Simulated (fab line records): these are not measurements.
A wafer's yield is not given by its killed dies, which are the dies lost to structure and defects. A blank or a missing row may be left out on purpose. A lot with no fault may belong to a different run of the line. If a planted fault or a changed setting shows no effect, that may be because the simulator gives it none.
fab line records	flow sky130
record: lots: 6	wafers: 18	last_day: 49
route steps=708 shown POLY_GATE@222 LDD_N@237 LDD_P@255 PAD_OPEN@708
lots that met no fault: from a run of the same line without faults
start_h: start of the lot's first displayed wafer, in hours after the record's first day	wait_h: hours since the lot's step before	" same as the row above	L1.1+2: a single row standing in for several wafers	- no value, or no start given	* or withheld: withheld	< > ~ a bound
route shown NAME@n: names a module that has steps shown in the file, with the first one's number in the route	usual: average and standard deviation across the fault-free wafers	same: alike in all rows	chamber/n: place in a boat	sites: per-site readings	_std_site: the standard deviation of these	_edge_site: inner sites' mean taken away from outer sites' mean	radius_mm: for every site, how far away it sits from the centre of the wafer	mask NAME#n: copy n	behind: the tool/chamber that last shaped the wafer	hold: reason for holding the lot/hours on hold/outcome of the hold	device: the transistor (n, p or np) that didn't switch	end of line: the tests these same wafers got at the end of their route	for a step that has no rows: nothing shown but its recipe	killed: the dies lost at the first sort to structure and to defects; this is not the yield of the wafer	map: per-die view of a wafer (x killed, . not killed, _ where there is no die)
set.NAME: setting as actually run; set.NAME@STEP: the setting as run at that earlier step	model.NAME: the simulator's own value behind a step, which no gauge read
lots seen at some steps along the route; tables by step, rows by wafer
services: when a tool's chamber went out of use (start_h, in hours from the record's first day, below 0 if earlier), for how many hours, and the reason
== steps ==
step: SKY_POLY_GATE_COAT_08
recipe: resist: KrF-thick	spin_rpm: 3000	resist_thk_nm: 450
step: SKY_POLY_GATE_SOFTBAKE_09
recipe: temp_c: 100	time_s: 90	resist: KrF-thick
step: SKY_POLY_GATE_EXPOSE_10
recipe: mask_id: P1M	na: 0.68	source_shape: conventional	sigma_outer: 0.6	target_cd_nm: 150	dose_mj: 28
step: SKY_POLY_GATE_PEB_11
recipe: peb_temp_c: withheld	peb_time_s: withheld	resist: KrF-thick
step: SKY_POLY_GATE_DEVELOP_12
recipe: develop_time_s: 60	resist: KrF-thick	dev_temp_c: 22
step: SKY_POLY_GATE_CD_MEAS_13
recipe: target_cd_nm: 150
usual: cd_nm: 150.1/1.3
lot.wafer	tool	chamber	start_h	wait_h	cd_nm
L183.1	cd_sem-02	-	407.73	-	148.7
L183.3	"	-	"	"	149.6
L183.4	"	-	"	"	150.1
L186.2	cd_sem-01	-	436.50	-	147.9
L186.4	"	-	"	"	148.8
L186.6	"	-	"	"	149.2
L188.2	cd_sem-02	-	440.65	-	150.1
L188.3	"	-	"	"	148.6
L188.5	"	-	"	"	150.1
L187.3	cd_sem-02	-	441.42	-	150.0
L187.4	"	-	"	"	150.5
L187.5	"	-	"	"	150.5
L197.1	cd_sem-01	-	505.93	-	147.0
L197.2	"	-	"	"	149.6
L197.3	"	-	"	"	149.5
L198.1	cd_sem-02	-	517.59	-	152.0
L198.3	"	-	"	"	151.8
L198.6	"	-	"	"	152.5
step: SKY_POLY_GATE_OVL_MEAS_14
usual: POLY_GATE_OVL: 3/5.6
lot.wafer	tool	chamber	start_h	wait_h	POLY_GATE_OVL[nm]
L183.1	overlay-01	-	407.85	0.1	0
L183.3	"	-	"	"	6
L183.4	"	-	"	"	8
L186.2	overlay-01	-	436.60	0.1	5
L186.4	"	-	"	"	3
L186.6	"	-	"	"	8
L188.2	overlay-02	-	440.75	0.1	-2
L188.3	"	-	"	"	-8
L188.5	"	-	"	"	-7
L187.3	overlay-02	-	441.52	0.1	6
L187.4	"	-	"	"	3
L187.5	"	-	"	"	10
L197.1	overlay-02	-	506.05	0.1	2
L197.2	"	-	"	"	7
L197.3	"	-	"	"	9
L198.1	overlay-02	-	517.71	0.1	13
L198.3	"	-	"	"	12
L198.6	"	-	"	"	14
step: SKY_POLY_GATE_ETCH_15
recipe: chemistry: N2/H2	target: BARC	ion_energy_ev: 200	source_w: 500	bias_w: 100	pressure_mtorr: 30	n2_flow_sccm: 100	h2_flow_sccm: 200	stop_on: SiO2	time_s: 118.5	target_depth_a: 1100
usual: bias_w: 100.01/0.26	drypump_motor_current_A: 5.7/0.39	oes_product_au: 0.717/0.0045	throttle_valve_pct: 13.211/0.0097
lot.wafer	tool	chamber	start_h	wait_h	bias_w	drypump_motor_current_A	oes_product_au	rf_hours_counter_h	throttle_valve_pct
L183.1	rie_diel-04	3	407.88	0.0	99.70	5.3	0.719	16	13.213
L183.3	"	1	"	"	99.95	5.5	0.726	5	13.225
L183.4	"	0	"	"	100.20	5.3	0.719	14	13.212
L186.2	rie_diel-01	3	436.63	0.0	99.60	6.0	0.726	81	13.198
L186.4	"	0	"	"	99.92	4.9	0.717	13	13.194
L186.6	"	1	"	"	100.18	5.8	0.719	-	13.225
L188.2	rie_diel-02	1	440.78	0.0	100.17	6.3	0.718	92	13.203
L188.3	"	0	"	"	100.34	6.2	0.714	57	13.211
L188.5	"	0	"	"	99.94	6.2	0.722	-	13.208
L187.3	rie_diel-02	3	441.54	0.0	100.22	6.1	0.723	26	13.223
L187.4	"	1	"	"	100.43	6.3	0.721	92	13.218
L187.5	"	2	"	"	99.85	5.6	0.714	-	13.195
L197.1	rie_diel-04	1	506.08	0.0	100.24	5.5	0.718	6	13.203
L197.2	"	0	"	"	99.87	5.3	0.718	15	13.222
L197.3	"	2	"	"	99.78	5.3	0.712	49	13.226
L198.1	rie_diel-02	3	517.75	0.0	99.90	6.1	0.713	28	13.217
L198.3	"	1	"	"	99.64	6.3	0.716	0	13.215
L198.6	"	3	"	"	100.01	6.1	0.714	-	13.221
step: SKY_POLY_GATE_ETCH_16
recipe: stop_on: poly-Si	chemistry: CH3F/O2	target: Si3N4	source_w: 400	bias_w: 80	pressure_mtorr: 25	ch3f_flow_sccm: 40	O2_flow_sccm: 30	time_s: 147.5	target_depth_a: 750
usual: bias_w: 79.98/0.23	drypump_motor_current_A: 5.7/0.39	oes_product_au: 0.640/0.005	throttle_valve_pct: 10.535/0.0089
lot.wafer	tool	chamber	start_h	wait_h	bias_w	drypump_motor_current_A	oes_product_au	rf_hours_counter_h	throttle_valve_pct
L183.1	rie_diel-04	3	407.97	0.0	79.95	5.3	0.634	16	10.553
L183.3	"	1	"	"	80.36	5.5	0.638	5	10.528
L183.4	"	0	"	"	80.16	5.3	0.639	14	10.531
L186.2	rie_diel-01	3	436.72	0.0	80.30	6.1	0.645	81	10.534
L186.4	"	0	"	"	79.72	4.9	0.646	13	10.540
L186.6	"	1	"	"	79.79	5.8	0.649	-	10.540
L188.2	rie_diel-02	1	440.87	0.0	80.12	6.3	0.639	92	10.525
L188.3	"	0	"	"	80.07	6.2	0.642	57	10.534
L188.5	"	0	"	"	79.88	6.1	0.637	-	10.528
L187.3	rie_diel-02	3	441.62	0.0	79.98	6.1	0.643	26	10.544
L187.4	"	1	"	"	80.01	6.3	0.641	92	10.553
L187.5	"	2	"	"	79.79	5.6	0.642	-	10.526
L197.1	rie_diel-04	1	506.17	0.0	79.94	5.5	0.627	6	10.543
L197.2	"	0	"	"	79.78	5.3	0.637	15	10.541
L197.3	"	2	"	"	79.78	5.4	0.641	49	10.540
L198.1	rie_diel-02	3	517.83	0.0	80.31	6.1	0.643	28	10.536
L198.3	"	1	"	"	79.78	6.3	0.641	0	10.532
L198.6	"	3	"	"	80.10	6.1	0.644	-	10.531
step: SKY_POLY_GATE_ETCH_17
recipe: target_depth_nm: 180	stop_on: SiO2	over_etch_frac: 0.56667	chemistry: HBr/Cl2	target: poly-Si	icp_w: 400	bias_w: 100	pressure_mtorr: 10	HBr_flow_sccm: 150	Cl2_flow_sccm: 50	time_s: 70.5
usual: bias_w: 100.00/0.3	drypump_motor_current_A: 5.90/0.27	oes_product_au: 0.986/0.008	throttle_valve_pct: 33.684/0.0085
lot.wafer	tool	chamber	start_h	wait_h	bias_w	drypump_motor_current_A	oes_product_au	rf_hours_counter_h	throttle_valve_pct
L183.1	rie_si-02	3	408.07	0.0	100.08	6.12	0.991	2	33.679
L183.3	"	0	"	"	100.73	5.71	0.999	1	33.680
L183.4	"	2	"	"	99.75	6.06	0.974	72	33.677
L186.2	rie_si-02	3	436.81	0.0	100.19	6.10	0.996	2	33.672
L186.4	"	1	"	"	100.15	5.74	1.001	-	33.679
L186.6	"	0	"	"	100.24	5.72	1.004	-	33.685
L188.2	rie_si-01	2	440.96	0.0	100.24	5.63	0.991	0	33.701
L188.3	"	3	"	"	99.75	6.33	0.979	42	33.684
L188.5	"	0	"	"	99.72	5.56	0.986	-	33.679
L187.3	rie_si-02	0	441.72	0.0	100.02	5.71	0.992	1	33.670
L187.4	"	3	"	"	99.95	6.10	0.973	-	33.687
L187.5	"	0	"	"	100.25	5.67	0.992	-	33.685
L197.1	rie_si-02	3	506.26	0.0	99.35	6.10	0.974	2	33.684
L197.2	"	0	"	"	99.99	5.72	0.977	1	33.683
L197.3	"	1	"	"	100.16	5.78	0.976	4	33.679
L198.1	rie_si-01	3	517.93	0.0	99.95	6.30	0.975	42	33.704
L198.3	"	0	"	"	100.48	5.52	0.988	2	33.682
L198.6	"	0	"	"	100.07	5.53	0.985	-	33.684
step: SKY_POLY_GATE_STRIP_18
recipe: chemistry: O2/N2	power_w: 1400	pressure_mtorr: 1500	platen_temp_c: withheld	o2_flow_sccm: 3000	n2_flow_sccm: 300	overash_fraction: 0.5
step: SKY_POLY_GATE_CLEAN_19
recipe: chemistry: SC1/SC2	mix: 1:4:20	temp_c: 70	time_s: 150	dry: n2_spin
step: SKY_POLY_GATE_OXIDATION_20
recipe: temp_c: 850	ambient: O2	stabilise_s: 600	purge_s: 300	target_thk_a: 40	ox_time_s: 899
usual: spike_tc_bottom_C: 866.1/2.4
lot.wafer	tool	chamber	start_h	wait_h	spike_tc_bottom_C
L183.1	furnace-02	0	408.27	0.0	868.8
L183.3	"	0	"	"	868.1
L183.4	"	0	"	"	870.4
L186.2	furnace-01	0	439.08	2.1	864.8
L186.4	"	0	"	"	864.8
L186.6	"	0	"	"	864.2
L188.2	furnace-01	0	441.86	0.7	865.2
L188.3	"	0	"	"	864.4
L188.5	"	0	"	"	864.2
L187.3	furnace-01	0	443.11	1.2	866.0
L187.4	"	0	"	"	863.1
L187.5	"	0	"	"	862.9
L197.1	furnace-01	0	506.47	0.0	864.1
L197.2	"	0	"	"	864.7
L197.3	"	0	"	"	865.0
L198.1	furnace-01	0	518.30	0.2	865.3
L198.3	"	0	"	"	864.4
L198.6	"	0	"	"	864.7
step: SKY_POLY_GATE_THK_MEAS_21
recipe: reads: SiO2_of_POLY_GATE_OXIDATION_20
usual: POLY_GATE_OXIDATION_THK: 3.95/0.092
lot.wafer	tool	chamber	start_h	wait_h	POLY_GATE_OXIDATION_THK[nm]
L183.1	film_metro-03	-	409.52	0.0	4.05
L183.3	"	-	"	"	4.00
L183.4	"	-	"	"	3.97
L186.2	film_metro-03	-	440.34	0.0	3.87
L186.4	"	-	"	"	3.96
L186.6	"	-	"	"	3.97
L188.2	film_metro-03	-	443.12	0.0	3.87
L188.3	"	-	"	"	3.88
L188.5	"	-	"	"	3.96
L187.3	film_metro-02	-	444.38	0.0	3.88
L187.4	"	-	"	"	4.00
L187.5	"	-	"	"	4.01
L197.1	film_metro-01	-	507.72	0.0	3.96
L197.2	"	-	"	"	3.86
L197.3	"	-	"	"	3.85
L198.1	film_metro-02	-	519.55	0.0	3.95
L198.3	"	-	"	"	3.91
L198.6	"	-	"	"	3.91
step: SKY_POLY_GATE_CD_MEAS_22
usual: cd_nm: 150.7/1.7
lot.wafer	tool	chamber	start_h	wait_h	cd_nm
L183.1	cd_sem-01	-	409.58	0.1	150.0
L183.3	"	-	"	"	147.8
L183.4	"	-	"	"	153.0
L186.2	cd_sem-01	-	440.42	0.1	149.7
L186.4	"	-	"	"	150.1
L186.6	"	-	"	"	148.6
L188.2	cd_sem-02	-	443.20	0.1	150.9
L188.3	"	-	"	"	151.4
L188.5	"	-	"	"	150.6
L187.3	cd_sem-01	-	444.48	0.1	147.7
L187.4	"	-	"	"	149.9
L187.5	"	-	"	"	149.2
L197.1	cd_sem-01	-	507.78	0.1	147.1
L197.2	"	-	"	"	148.5
L197.3	"	-	"	"	150.5
L198.1	cd_sem-02	-	519.61	0.1	151.1
L198.3	"	-	"	"	153.4
L198.6	"	-	"	"	152.2
step: SKY_LDD_N_DEHYDRATE_00
recipe: temp_c: 200	time_s: 60
step: SKY_LDD_N_HMDS_01
recipe: prime_time_s: 60	prime_temp_c: 120
step: SKY_LDD_N_COAT_02
recipe: resist: NOVOLAK	spin_rpm: 3000	resist_thk_nm: 300
step: SKY_LDD_N_SOFTBAKE_03
recipe: temp_c: 90	time_s: 60	resist: NOVOLAK
step: SKY_LDD_N_EXPOSE_04
recipe: mask_id: NTM	target_cd_nm: 840	na: 0.6	source_shape: conventional	sigma_outer: 0.6	dose_mj: 110
step: SKY_LDD_N_PEB_05
recipe: temp_c: withheld	time_s: *	resist: NOVOLAK
step: SKY_LDD_N_DEVELOP_06
recipe: develop_time_s: 60	dev_temp_c: 23
step: SKY_LDD_N_OVL_MEAS_07
usual: LDD_N_OVL: 0.6/1.6
lot.wafer	tool	chamber	start_h	wait_h	LDD_N_OVL[nm]
L183.1	overlay-01	-	439.19	0.1	0.9
L183.3	"	-	"	"	-1.1
L183.4	"	-	"	"	0.0
L186.2	overlay-02	-	470.90	0.1	2.6
L186.4	"	-	"	"	3.3
L186.6	"	-	"	"	2.9
L188.2	overlay-02	-	473.70	0.1	0.4
L188.3	"	-	"	"	-0.9
L188.5	"	-	"	"	0.3
L187.3	overlay-02	-	475.64	0.1	3.6
L187.4	"	-	"	"	1.6
L187.5	"	-	"	"	3.4
L197.1	overlay-02	-	537.18	0.1	-1.4
L197.2	"	-	"	"	0.6
L197.3	"	-	"	"	0.0
L198.1	overlay-01	-	549.13	0.1	1.3
L198.3	"	-	"	"	1.4
L198.6	"	-	"	"	-1.7
step: SKY_LDD_N_IMPLANT_08
recipe: species: As	energy_kev: 20	dose_cm2: 7.5e+13	tilt_deg: withheld	rotation_deg: 23
step: SKY_LDD_N_IMPLANT_09
recipe: species: As	energy_kev: 20	dose_cm2: 7.5e+13	tilt_deg: withheld	rotation_deg: 113
step: SKY_LDD_N_IMPLANT_10
recipe: species: As	energy_kev: 20	dose_cm2: 7.5e+13	tilt_deg: withheld	rotation_deg: 203
step: SKY_LDD_N_IMPLANT_11
recipe: species: As	energy_kev: 20	dose_cm2: 7.5e+13	tilt_deg: withheld	rotation_deg: 293
step: SKY_LDD_N_IMPLANT_12
recipe: species: BF2	energy_kev: 50	dose_cm2: 5e+12	tilt_deg: 30	rotation_deg: 0
step: SKY_LDD_N_IMPLANT_13
recipe: species: BF2	energy_kev: 50	dose_cm2: 5e+12	tilt_deg: 30	rotation_deg: 90
step: SKY_LDD_N_IMPLANT_14
recipe: species: BF2	energy_kev: 50	dose_cm2: 5e+12	tilt_deg: 30	rotation_deg: 180
step: SKY_LDD_N_IMPLANT_15
recipe: species: BF2	energy_kev: 50	dose_cm2: 5e+12	tilt_deg: 30	rotation_deg: 270
step: SKY_LDD_N_STRIP_16
recipe: chemistry: O2/N2	power_w: 1400	pressure_mtorr: 1500	platen_temp_c: withheld	o2_flow_sccm: 3000	n2_flow_sccm: 300	overash_fraction: 0.5
usual: drypump_motor_current_A: 5.8/0.34	oes_product_au: 0.406/0.0045	strip_time_to_endpoint_s: 4.315/0.013
lot.wafer	tool	chamber	start_h	wait_h	drypump_motor_current_A	oes_product_au	rf_hours_counter_h	strip_time_to_endpoint_s
L183.1	plasma_asher-02	1	440.43	0.1	5.8	0.405	76	4.329
L183.3	"	1	"	"	5.8	0.401	-	4.328
L183.4	"	0	"	"	5.1	0.403	-	4.319
L186.2	plasma_asher-03	0	472.13	0.1	6.2	0.403	65	4.303
L186.4	"	0	"	"	6.2	0.411	-	4.319
L186.6	"	0	"	"	6.2	0.397	-	4.313
L188.2	plasma_asher-02	0	474.93	0.1	5.2	0.413	80	4.321
L188.3	"	0	"	"	5.1	0.403	-	4.311
L188.5	"	0	"	"	5.1	0.407	-	4.338
L187.3	plasma_asher-02	1	476.90	0.1	5.9	0.410	-	4.313
L187.4	"	0	"	"	5.1	0.411	-	4.314
L187.5	"	1	"	"	5.9	0.406	-	4.318
L197.1	plasma_asher-03	0	538.41	0.1	6.2	0.400	72	4.298
L197.2	"	1	"	"	5.8	0.400	72	4.321
L197.3	"	0	"	"	6.2	0.405	-	4.312
L198.1	plasma_asher-01	1	550.36	0.1	5.9	0.393	13	4.329
L198.3	"	0	"	"	5.6	0.407	-	4.336
L198.6	"	1	"	"	5.9	0.406	-	4.327
step: SKY_LDD_N_TW_MEAS_17
usual: LDD_N_TW: 2596/18
lot.wafer	tool	chamber	start_h	wait_h	LDD_N_TW
L183.1	film_metro-01	-	440.53	0.1	2619
L183.3	"	-	"	"	2605
L183.4	"	-	"	"	2600
L186.2	film_metro-01	-	472.24	0.1	2625
L186.4	"	-	"	"	2615
L186.6	"	-	"	"	2628
L188.2	film_metro-01	-	475.04	0.1	2612
L188.3	"	-	"	"	2608
L188.5	"	-	"	"	2619
L187.3	film_metro-01	-	476.98	0.1	2631
L187.4	"	-	"	"	2622
L187.5	"	-	"	"	2611
L197.1	film_metro-03	-	538.51	0.1	2572
L197.2	"	-	"	"	2584
L197.3	"	-	"	"	2586
L198.1	film_metro-03	-	550.46	0.1	2578
L198.3	"	-	"	"	2585
L198.6	"	-	"	"	2581
step: SKY_LDD_P_DEHYDRATE_00
recipe: temp_c: 200	time_s: 60
step: SKY_LDD_P_HMDS_01
recipe: prime_time_s: 60	prime_temp_c: 120
step: SKY_LDD_P_COAT_02
recipe: resist: NOVOLAK	spin_rpm: 3000	resist_thk_nm: 1140
step: SKY_LDD_P_SOFTBAKE_03
recipe: temp_c: 90	time_s: 61.51	resist: NOVOLAK
usual: plate_sensor_t_centre_C: 90.760/0.01	plate_sensor_t_edge_C: 90.829/0.0099
lot.wafer	tool	chamber	start_h	wait_h	plate_sensor_t_centre_C	plate_sensor_t_edge_C
L183.1	litho_track-01	0	454.58	0.1	90.759	90.830
L183.3	"	0	"	"	90.740	90.838
L183.4	"	0	"	"	90.755	90.829
L186.2	litho_track-02	0	486.50	0.1	90.771	90.835
L186.4	"	0	"	"	90.778	90.835
L186.6	"	0	"	"	90.748	90.818
L188.2	litho_track-03	0	489.27	0.1	90.763	90.817
L188.3	"	0	"	"	90.755	90.823
L188.5	"	0	"	"	90.758	90.825
L187.3	litho_track-03	0	491.40	0.1	90.767	90.830
L187.4	"	0	"	"	90.756	90.817
L187.5	"	0	"	"	90.754	90.822
L197.1	litho_track-03	0	552.35	0.1	90.788	90.835
L197.2	"	0	"	"	90.758	90.819
L197.3	"	0	"	"	90.762	90.828
L198.1	litho_track-03	0	565.30	0.1	90.766	90.831
L198.3	"	0	"	"	90.747	90.824
L198.6	"	0	"	"	90.749	90.820
step: SKY_LDD_P_EXPOSE_04
recipe: mask_id: PSDM	na: 0.6	source_shape: conventional	sigma_outer: 0.6	polarization: unpolarized	target_cd_nm: 380	dose_mj: 138
step: SKY_LDD_P_PEB_05
recipe: temp_c: withheld	time_s: *	resist: NOVOLAK
step: SKY_LDD_P_DEVELOP_06
recipe: resist: NOVOLAK	developer: TMAH	develop_time_s: 60	dev_temp_c: 23
step: SKY_LDD_P_CD_MEAS_07
recipe: target_cd_nm: 380
usual: cd_nm: 379.5/2.3
lot.wafer	tool	chamber	start_h	wait_h	cd_nm
L183.1	cd_sem-01	-	471.18	0.1	376.0
L183.3	"	-	"	"	375.7
L183.4	"	-	"	"	377.6
L186.2	cd_sem-02	-	502.95	0.1	385.2
L186.4	"	-	"	"	386.8
L186.6	"	-	"	"	383.3
L188.2	cd_sem-02	-	505.60	0.1	377.9
L188.3	"	-	"	"	378.4
L188.5	"	-	"	"	379.8
L187.3	cd_sem-02	-	507.52	0.1	377.5
L187.4	"	-	"	"	377.2
L187.5	"	-	"	"	376.5
L197.1	cd_sem-01	-	568.33	0.1	380.5
L197.2	"	-	"	"	378.4
L197.3	"	-	"	"	377.5
L198.1	cd_sem-02	-	579.98	0.1	383.8
L198.3	"	-	"	"	382.5
L198.6	"	-	"	"	382.9
step: SKY_LDD_P_OVL_MEAS_08
usual: LDD_P_OVL: -0.5/1.2
lot.wafer	tool	chamber	start_h	wait_h	LDD_P_OVL[nm]
L183.1	overlay-02	-	471.30	0.1	-0.3
L183.3	"	-	"	"	-0.5
L183.4	"	-	"	"	-0.7
L186.2	overlay-02	-	503.06	0.1	1.8
L186.4	"	-	"	"	3.1
L186.6	"	-	"	"	0.3
L188.2	overlay-02	-	505.70	0.1	0.1
L188.3	"	-	"	"	-1.0
L188.5	"	-	"	"	-1.8
L187.3	overlay-02	-	507.61	0.1	0.1
L187.4	"	-	"	"	1.2
L187.5	"	-	"	"	-1.2
L197.1	overlay-01	-	568.45	0.1	0.9
L197.2	"	-	"	"	-1.8
L197.3	"	-	"	"	0.2
L198.1	overlay-02	-	580.10	0.1	1.2
L198.3	"	-	"	"	0.3
L198.6	"	-	"	"	1.3
step: SKY_PAD_OPEN_PROBE_99
usual: killed_at_M0_to_M3: 43/7.4	killed_at_M4_up: 3.1/1.8	killed_at_contacts: 26/5.6	killed_at_front_end: 15/4.9	killed_at_other: 0.2/0.44	killed_dies: 87/10	killed_on_rim: 17/3.7	killed_open: 48/7.6	killed_short: 39/6.2
same: gross_dies: 492	killed_at_back_side: 0
lot.wafer	tool	chamber	start_h	wait_h	killed_at_M0_to_M3	killed_at_M4_up	killed_at_contacts	killed_at_front_end	killed_at_other	killed_dies	killed_on_rim	killed_open	killed_short
L183.1	prober-02	-	1100.05	0.1	35	4	29	10	0	78	16	44	31
L183.3	prober-02	-	1100.15	0.2	48	2	27	14	0	91	17	49	42
L183.4	prober-02	-	1100.20	0.2	43	4	26	16	0	89	15	55	34
L188.2	prober-02	-	1122.61	0.1	50	4	22	17	1	94	17	56	37
L188.3	prober-02	-	1122.66	0.2	35	5	22	14	1	77	12	39	37
L188.5	prober-02	-	1122.76	0.2	34	5	28	18	0	85	23	49	36
L197.1	prober-01	-	1162.88	0.1	40	0	9	310	0	359	62	30	31
L197.2	prober-01	-	1162.93	0.1	32	0	15	315	0	362	72	28	23
L197.3	prober-01	-	1162.98	0.2	31	1	19	307	0	358	66	28	30
L198.1	prober-02	-	1169.16	0.1	27	3	24	333	0	387	76	39	24
L198.3	prober-02	-	1169.26	0.2	37	0	12	328	0	377	76	35	14
L198.6	prober-02	-	1169.41	0.2	30	2	13	332	0	377	79	34	27
killed by level:class
L183.1 CONTACT:geometric_particle:open=14 VIA3:geometric_particle:open=8 CONTACT:geometric_particle:short=7 VIA2:geometric_particle:open=6 VIA3:geometric_particle:short=5 FIELD_ISO:geometric_particle:open=3 POLY_GATE:geometric_particle:short=3 POLY_GATE:geometric_particle:open=3
L183.3 VIA1:geometric_particle:open=17 CONTACT:geometric_particle:open=8 LI_CONTACT:geometric_particle:open=7 METAL2:geometric_particle:short=7 VIA2:geometric_particle:open=7 CONTACT:geometric_particle:short=6 POLY_GATE:geometric_particle:short=5 FIELD_ISO:geometric_particle:short=4
L183.4 CONTACT:geometric_particle:open=10 VIA1:geometric_particle:open=9 LI_CONTACT:geometric_particle:open=8 VIA2:geometric_particle:open=7 VIA3:geometric_particle:open=6 METAL2:geometric_particle:short=5 POLY_GATE:geometric_particle:open=4 POLY_GATE:geometric_particle:short=4
L188.2 VIA1:geometric_particle:open=16 VIA2:geometric_particle:open=9 POLY_GATE:geometric_particle:short=8 VIA3:geometric_particle:open=8 LI_CONTACT:geometric_particle:open=6 CONTACT:geometric_particle:open=5 METAL2:geometric_particle:short=5 FIELD_ISO:geometric_particle:open=4
L188.3 FIELD_ISO:geometric_particle:open=8 LOCAL_INTERCONNECT:geometric_particle:short=8 VIA1:geometric_particle:open=8 METAL1:geometric_particle:short=6 VIA2:geometric_particle:open=4 CONTACT:geometric_particle:open=4 METAL3:geometric_particle:short=4 FIELD_ISO:geometric_particle:short=3
L188.5 VIA1:geometric_particle:open=9 LI_CONTACT:geometric_particle:open=8 CONTACT:geometric_particle:open=8 VIA2:geometric_particle:open=7 FIELD_ISO:geometric_particle:open=6 FIELD_ISO:geometric_particle:short=6 METAL4:geometric_particle:short=5 LOCAL_INTERCONNECT:geometric_particle:short=4
L197.1 POLY_GATE:unspecified=298 METAL1:geometric_particle:short=7 VIA1:geometric_particle:short=7 VIA2:geometric_particle:open=6 VIA3:geometric_particle:open=5 POLY_GATE:geometric_particle:open=4 VIA1:geometric_particle:open=4 METAL2:geometric_particle:short=4
L197.2 POLY_GATE:unspecified=311 VIA1:geometric_particle:open=7 CONTACT:geometric_particle:short=6 VIA3:geometric_particle:open=5 VIA2:geometric_particle:open=5 CONTACT:geometric_particle:open=4 VIA1:geometric_particle:short=4 LI_CONTACT:geometric_particle:open=3
L197.3 POLY_GATE:unspecified=300 CONTACT:geometric_particle:open=5 LI_CONTACT:geometric_particle:open=5 CONTACT:geometric_particle:short=5 METAL1:geometric_particle:short=5 VIA1:geometric_particle:short=5 VIA3:geometric_particle:open=5 METAL2:geometric_particle:short=4
L198.1 POLY_GATE:unspecified=324 CONTACT:geometric_particle:open=11 VIA3:geometric_particle:open=5 VIA1:geometric_particle:open=4 CONTACT:geometric_particle:short=4 VIA2:geometric_particle:open=4 FIELD_ISO:geometric_particle:open=3 LI_CONTACT:geometric_particle:open=3
L198.3 POLY_GATE:unspecified=319 VIA1:area_etch=9 VIA1:geometric_particle:open=8 LI_CONTACT:geometric_particle:open=7 VIA2:geometric_particle:open=5 CONTACT:geometric_particle:open=4 METAL1:geometric_particle:open=4 FIELD_ISO:geometric_particle:open=3
L198.6 POLY_GATE:unspecified=316 FIELD_ISO:geometric_particle:open=8 VIA1:geometric_particle:open=8 METAL1:geometric_particle:short=6 CONTACT:geometric_particle:open=5 VIA3:geometric_particle:open=5 SPACER:geometric_particle:short=3 LI_CONTACT:geometric_particle:open=3
map L197.2 (x killed, . not)
__________xxxx.x.xxx_________
________.xx.xxx.xx.x.._______
______x.xxxxxxxx.xxxxxxx_____
_____.xxx.x.xxxxxxx.xx.x.____
____xxx.x.xxx..xx.xxxxxxxx___
___xxxxxxxxxxx..xxxx.xx.xxx__
__xx.xxx.x.x...x.xxxx.xxxxxx_
_xx...xxx.xxxxxxx.x..xxxx...x
_.xxxxxxxxxxxx...xxxxxxxxxxxx
_.xxx..xxxxxxxx.xxx.xx.x.xx.x
_xx.xxxxxxx.xxxxxx.xxxxxx...x
_x.xxxxxxxxx.xxxxxxx.x..x.xx.
_xxxxxxxxxxxxx.xx.xxxxxxxxxxx
_x.x..xxxxxx.xxxxx.x..xxxx.x.
_xxxxxxxx.xx.x.xxxxx.xxxx...x
__xxxx.x....xx.xxx.xxxxx..xx_
___.xxxxx..xxxxxxx.xxx.xxxx__
____xxx.....xx.xxx..x...xx___
_____xxxxxxxx.xxx.xxxxxxx____
______.xxx...x.xxxxx..xx_____
________x...xxxx.x.xxx_______
__________..x.xx.x.x_________
map L198.1 (x killed, . not)
__________xxxx.x.xxx_________
________xxxx.xxx.xxxxx_______
______xxx.xxx.xxxxxx.xxx_____
_____xx.xx.xxxxx.x.xxxxxx____
____xxxx.xxxx.xxx.x..x.xxx___
___x..xxxx.xxxxxxxxxxxxxx.x__
__x.x.xxxx.xxxx..xxxxxxxxx.x_
_.xxxxxxxxx.xxxx......xxxxx..
_xx.x.x.xxx.x.xxx.x.xxxxxx.xx
_.x.xxxxxxx..xxxxxxxxxxxxx.xx
_xxxxxxxxx.xxxxxxxxxxxxxxx.x.
_xxxxxx..xx.xxxxx.xxxxxxxxx.x
_.x...xxxx..xxx.xxxxxxxxx.xx.
_xxx.xxx.xx..xxxxxxxxx.xx.xxx
_xxxx.xxxxxx..xxxxxxx.x.xxxxx
__xx...xxxxxx.xxxxxx.xxxxx.x_
___xxxxx.xxxxx.xxxxx.xx.xxx__
____xxxxxxxxxxxxxxxxxx.x.x___
_____xxxxxxx.x.x..xxx.xxx____
______x.x.x.x.xxxxxx.x.x_____
________xxxxxxxxxx..xx_______
__________xxxx..xxxx_________
== services ==
tool	chamber	start_h	hours	kind
rie_si-02	-	400.17	2.8	pm
rie_diel-04	-	400.61	0.6	repair
plasma_asher-03	-	417.98	2.8	pm
rie_diel-04	0	418.17	3.2	repair
rie_si-01	3	420.17	8.8	repair
rie_si-01	0	421.13	1.5	repair
plasma_asher-01	-	421.25	9.0	pm
rie_diel-04	1	421.33	3.9	repair
rie_diel-04	-	434.55	14.6	pm
furnace-02	-	436.28	2.9	pm
rie_si-01	3	444.22	1.3	repair
plasma_asher-01	-	450.24	2.9	repair
rie_diel-01	3	451.99	10.3	repair
rie_diel-02	-	455.08	0.1	repair
rie_si-02	2	456.72	1.8	repair
furnace-01	-	460.34	4.6	pm
rie_diel-04	-	466.51	2.0	repair
plasma_asher-02	-	471.75	1.2	repair
rie_diel-02	-	483.64	0.5	repair
furnace-01	-	495.99	8.4	repair
rie_diel-04	3	506.00	8.4	repair
rie_diel-02	0	527.52	24.7	repair
rie_si-01	2	553.25	5.5	repair
rie_diel-02	0	556.85	6.9	repair
== key ==
first_sign: step: SKY_PAD_OPEN_PROBE_99	reading: killed_at_front_end	direction: up	sigmas: 63	usual: 15	struck: 321
effect: step: SKY_PAD_OPEN_PROBE_99	reading: killed_dies	direction: up	sigmas: 27	usual: 87	struck: 370
met_at SKY_POLY_GATE_OXIDATION_20
struck_wafers L197.1,L197.2,L197.3,L198.1,L198.3,L198.6
tester_left_out L197,L198
onset_between 443.11 506.47
also_fits time
fault: kind: chamber_particle_source	tool: furnace-01	chamber: -	onset_h: 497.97	steps: SKY_POLY_GATE_OXIDATION_20	rate_per_visit_cm2: 2.1983	end_h: 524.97
tester_left_out: of these lots the tester's yield and bins aren't shown, on N5 and GAA mostly nor the transistor test; their killed dies are dies lost to structure and defects alone, not to doping, threshold or leakage, so they don't give the yield
